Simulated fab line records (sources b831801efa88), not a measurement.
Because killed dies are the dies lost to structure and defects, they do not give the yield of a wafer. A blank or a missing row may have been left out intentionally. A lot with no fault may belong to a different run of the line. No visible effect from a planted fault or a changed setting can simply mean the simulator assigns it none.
Matching of chambers	flow gf180mcu	cmp-02 running GF_V4_CMP_26: 4 sister chambers
The step polishes, stops on SiO2, t overpolish 15 s, target thk 0 nm. 22 wafers are shown with their chamber, then 11 later ones without.

WAFERS WITH THEIR CHAMBER
wafer	chamber	motor_current_A (A)	overpolish_run_s (s)	time_to_endpoint_s (s)
L078.2	1	10.3	14.996	84
L078.4	2	11.0	14.998	85
L078.6	0	11.2	14.995	82
L079.1	2	11.8	14.981	85
L079.3	0	10.8	14.993	82
L079.6	1	9.8	14.987	81
L082.1	1	10.2	15.007	81
L082.3	3	11.1	15.028	83
L082.5	2	10.8	14.994	82
L083.3	1	10.0	15.003	91
L083.4	2	11.3	15.003	89
L083.5	2	11.8	14.996	88
L085.1	1	9.8	15.010	83
L085.2	2	11.9	15.013	84
L085.4	0	10.9	15.003	81
L086.2	2	10.9	14.993	79
L086.5	2	11.0	15.005	83
L086.6	3	12.4	15.002	81
L088.2	2	11.6	15.003	83
L088.3	1	10.0	15.003	78
L088.6	1	10.3	15.010	79
L089.2	0	10.9	14.995	85

SIGNATURES (means of the wafers above)
reading	chamber 0	chamber 1	chamber 2	chamber 3	scatter within a chamber
motor_current_A	10.950	10.057	11.344	11.750	0.39
overpolish_run_s	14.99650	15.00229	14.99844	15.01500	0.00903
time_to_endpoint_s	82.50	82.43	84.22	82.00	3.3
Rule: a wafer lies at a distance from a chamber equal to the root of the sum of squares, over the readings, of (its reading less the chamber's mean, divided by the reading's scatter). If the next closest chamber is less than 2 further off than the closest, the wafer can't be placed; otherwise it belongs to the closest. How the scatter is found: for the shown wafers, subtract from each reading the mean of its chamber, square and add these, divide the total by (wafers less chambers), then take the root.

WAFERS WITHOUT THEIR CHAMBER
wafer	motor_current_A (A)	overpolish_run_s (s)	time_to_endpoint_s (s)
L089.4	10.0	14.994	86
L089.6	10.3	14.991	87
L091.3	11.5	15.012	82
L091.4	10.8	15.008	81
L091.5	11.6	15.000	81
L092.1	9.7	14.995	85
L092.3	11.0	14.994	87
L092.6	10.2	15.007	84
L094.1	11.7	14.998	83
L094.2	10.2	14.992	83
L094.3	10.3	14.995	86

EACH ONE'S CHAMBER
wafer	from the rows above	in truth
L089.4	can't be placed: 1 or 0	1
L089.6	can't be placed: 1 or 0 or 2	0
L091.3	can't be placed: 3 or 2 or 0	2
L091.4	can't be placed: 0 or 2 or 1 or 3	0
L091.5	can't be placed: 2 or 3 or 0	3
L092.1	can't be placed: 1 or 0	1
L092.3	can't be placed: 2 or 0 or 1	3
L092.6	can't be placed: 1 or 0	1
L094.1	can't be placed: 2 or 3 or 0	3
L094.2	can't be placed: 1 or 0 or 2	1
L094.3	can't be placed: 1 or 0 or 2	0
Placed correctly: 0 of 11. These rows do not allow placing 11 (true chamber among the candidates in 10). 0 placed wrongly.
